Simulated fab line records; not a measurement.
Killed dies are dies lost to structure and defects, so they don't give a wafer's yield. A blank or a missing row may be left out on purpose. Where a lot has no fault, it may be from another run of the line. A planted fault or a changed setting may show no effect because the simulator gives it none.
Which of the tools did it? | flow sky130 | 42 wafers from 14 lots sampled at 3 of the route's 708 steps

WHAT THE GAUGES SHOWED, per wafer
The record lacks any reading of a measuring or inspecting step that a usual standard deviation could be used to judge.

WHICH TOOL RAN EACH LOT (tool, then ch and the chambers of the sampled wafers, then the start)
lot  | SKY_METAL3_METAL_ETCH_18         | SKY_METAL3_STRIP_19                 | SKY_PAD_OPEN_PROBE_99
L452 | rieMetal-01 ch 0,1, day 38 01:22 | plasmaAsher-02 ch 0,1, day 38 01:32 | -
L453 | rieMetal-01 ch 0,1, day 38 12:45 | plasmaAsher-03 ch 0,1, day 38 12:56 | -
L454 | rieMetal-02 ch 0,1, day 39 00:57 | plasmaAsher-01 ch 0,1, day 39 01:08 | prober-01, day 46 03:14
L456 | rieMetal-01 ch 0,1, day 39 09:33 | plasmaAsher-01 ch 0,1, day 39 09:44 | -
L457 | rieMetal-01 ch 0,1, day 39 17:21 | plasmaAsher-01 ch 0,1, day 39 17:32 | prober-02, day 46 17:53
L458 | rieMetal-04 ch 0,1, day 41 08:33 | plasmaAsher-01 ch 0,1, day 41 08:44 | prober-01, day 48 02:31
L459 | rieMetal-02 ch 0,1, day 41 13:11 | plasmaAsher-03 ch 0,1, day 41 13:20 | -
L460 | rieMetal-04 ch 0,1, day 41 13:29 | plasmaAsher-01 ch 0,1, day 41 13:40 | -
L462 | rieMetal-01 ch 0,1, day 41 14:26 | plasmaAsher-03 ch 0,1, day 41 14:37 | -
L464 | rieMetal-01 ch 0,1, day 41 23:51 | plasmaAsher-02 ch 0,1, day 42 00:02 | prober-01, day 48 14:19
L466 | rieMetal-01 ch 0,1, day 42 06:26 | plasmaAsher-03 ch 0,1, day 42 06:36 | -
L467 | rieMetal-01 ch 0,1, day 42 20:28 | plasmaAsher-01 ch 0,1, day 42 20:38 | -
L468 | rieMetal-01 ch 0,1, day 43 03:18 | plasmaAsher-01 ch 0,1, day 43 03:29 | -
L474 | rieMetal-02 ch 0, day 44 23:58   | plasmaAsher-03 ch 0, day 45 00:08   | -
- SKY_METAL3_METAL_ETCH_18: etches the open film in Cl2/BCl3, stops on SiO2, target depth 845 nm, time 183.1 s.
- SKY_METAL3_STRIP_19: strips in O2/N2.
- SKY_PAD_OPEN_PROBE_99

AS READ BY THE TOOLS THEMSELVES (means over the sampled wafers that have a number; for cases with no such wafer, the mark the record gives instead)
SKY_METAL3_METAL_ETCH_18. Usual: biasW 48.52 W, standard deviation 0.15; drypumpMotorCurrentA 5.2 A, standard deviation 0.43; oesProductAu 0.863 a.u., standard deviation 0.0061; throttleValvePct 22.264 %, standard deviation 0.0088.
lot  | tool        | biasW (W) | drypumpMotorCurrentA (A) | oesProductAu (a.u.) | throttleValvePct (%) | flag
L452 | rieMetal-01 | 48.44     | 4.9                      | 0.859               | 22.262               | 
L453 | rieMetal-01 | 48.50     | 5.1                      | 0.869               | 22.261               | 
L454 | rieMetal-02 | 48.42     | 5.5                      | 0.863               | 22.256               | 
L456 | rieMetal-01 | 48.49     | 4.9                      | 0.861               | 22.264               | 
L457 | rieMetal-01 | 48.61     | 5.1                      | 0.871               | 22.271               | 
L458 | rieMetal-04 | 48.46     | 5.6                      | 0.858               | 22.256               | 
L459 | rieMetal-02 | 48.69     | 5.5                      | 0.859               | 22.259               | 
L460 | rieMetal-04 | 48.54     | 5.9                      | 0.859               | 22.263               | 
L462 | rieMetal-01 | 48.55     | 5.1                      | 0.857               | 22.263               | 
L464 | rieMetal-01 | 48.39     | 4.9                      | 0.866               | 22.254               | 
L466 | rieMetal-01 | 53.03     | 4.9                      | 0.866               | 22.262               | OFF
L467 | rieMetal-01 | 50.74     | 5.1                      | 0.858               | 22.266               | OFF
L468 | rieMetal-01 | 52.84     | 4.9                      | 0.864               | 22.264               | OFF
L474 | rieMetal-02 | 48.42     | 5.6                      | 0.859               | 22.266               | 

SKY_METAL3_STRIP_19. Usual: drypumpMotorCurrentA 5.33 A, standard deviation 0.26; oesProductAu 0.500 a.u., standard deviation 0.0062; stripTimeToEndpointS 6.50 s, standard deviation 0.098.
lot  | tool           | drypumpMotorCurrentA (A) | oesProductAu (a.u.) | stripTimeToEndpointS (s) | flag
L452 | plasmaAsher-02 | 5.28                     | 0.490               | 6.32                     | 
L453 | plasmaAsher-03 | 5.35                     | 0.498               | 6.47                     | 
L454 | plasmaAsher-01 | 5.13                     | 0.510               | 6.60                     | 
L456 | plasmaAsher-01 | 5.13                     | 0.499               | 6.43                     | 
L457 | plasmaAsher-01 | 5.35                     | 0.499               | 6.47                     | 
L458 | plasmaAsher-01 | 5.13                     | 0.498               | 6.47                     | 
L459 | plasmaAsher-03 | 5.50                     | 0.509               | 6.62                     | 
L460 | plasmaAsher-01 | 5.36                     | 0.500               | 6.51                     | 
L462 | plasmaAsher-03 | 5.33                     | 0.498               | 6.45                     | 
L464 | plasmaAsher-02 | 5.36                     | 0.495               | 6.44                     | 
L466 | plasmaAsher-03 | 5.33                     | 0.487               | 6.29                     | 
L467 | plasmaAsher-01 | 5.36                     | 0.499               | 6.43                     | 
L468 | plasmaAsher-01 | 5.14                     | 0.498               | 6.37                     | 
L474 | plasmaAsher-03 | 5.65                     | 0.507               | 6.69                     | 

SKY_PAD_OPEN_PROBE_99. Usual: defectLimitedYield 82.5 %, standard deviation 2; killed_at_M0_to_M3 44, standard deviation 7.1; killed_at_M4_up 3.1, standard deviation 1.8; killedAtContacts 24, standard deviation 5.3; killedAtFrontEnd 15, standard deviation 4.5; killedAtOther 0.2, standard deviation 0.42; killedDies 86, standard deviation 9.6; killedOpen 46, standard deviation 6.9; killedShort 40, standard deviation 6.4; sort_bin_3_pad_short 0.8 %, standard deviation 0.36; sort_bin_5_function 10.3 %, standard deviation 1.3; sort_bin_6_memory 6.4 %, standard deviation 1.2; sortNPass 406, standard deviation 9.6; sortYieldPct 82.5 %, standard deviation 2.
lot  | tool      | defectLimitedYield (%) | killed_at_M0_to_M3 | killed_at_M4_up | killedAtContacts | killedAtFrontEnd | killedAtOther | killedDies | killedOpen | killedShort | sort_bin_3_pad_short (%) | sort_bin_5_function (%) | sort_bin_6_memory (%) | sortNPass | sortYieldPct (%) | flag
L454 | prober-01 | 81.3                   | 49                 | 3.7             | 22               | 17               | 0.3           | 92         | 54         | 38          | 0.9                      | 11.3                    | 6.5                   | 400       | 81.3             | 
L457 | prober-02 | 83.4                   | 40                 | 3.7             | 26               | 11               | 0.0           | 82         | 42         | 40          | 0.6                      | 10.4                    | 5.6                   | 410       | 83.4             | 
L458 | prober-01 | 81.4                   | 43                 | 6.7             | 26               | 15               | 0.3           | 91         | 46         | 45          | 1.1                      | 11.1                    | 6.3                   | 401       | 81.4             | 
L464 | prober-01 | 82.7                   | 46                 | 2.3             | 23               | 13               | 0.3           | 85         | 47         | 38          | 0.7                      | 10.1                    | 6.5                   | 407       | 82.7             | 

THE ANSWER, worked out from the rows above alone
Rule: a lot counts as off when the mean over its wafers that have a number is more than 3 standard deviations away from the usual mean. Also off: a lot with no number at a reading for which 4 or more lots have one. The other lots that the step has rows for count as sound. First the gauges in route order, then the tools' own readings, where a lot's mean is used as printed above. The first step at which some lot is off is used, and at that step the reading that is off furthest; a lot without a number counts as furthest.
Off at SKY_METAL3_METAL_ETCH_18 (biasW): L466, L467, L468.
If a tool, at that step or one of the process steps before it, ran each lot that is off and ran no sound lot following the first of them, it fits. One candidate fits, namely rieMetal-01 at SKY_METAL3_METAL_ETCH_18. A fault onset in the window from L464 (day 41 23:51, its last sound lot) to L466 (day 42 06:26, its first lot off) fits.
On the lots that are off, the tool's own readings at SKY_METAL3_METAL_ETCH_18 differ by more than 5 times the standard deviation of the sound lots' means, which bears it out; biasW reads 52.20 W there versus 48.50 W on the sound lots.

WHAT THE SIMULATOR HAD INSERTED
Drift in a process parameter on rieMetal-01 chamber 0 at SKY_METAL3_METAL_ETCH_18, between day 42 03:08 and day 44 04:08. The setting biasW was moved by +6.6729, starting from 48.5. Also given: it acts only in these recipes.
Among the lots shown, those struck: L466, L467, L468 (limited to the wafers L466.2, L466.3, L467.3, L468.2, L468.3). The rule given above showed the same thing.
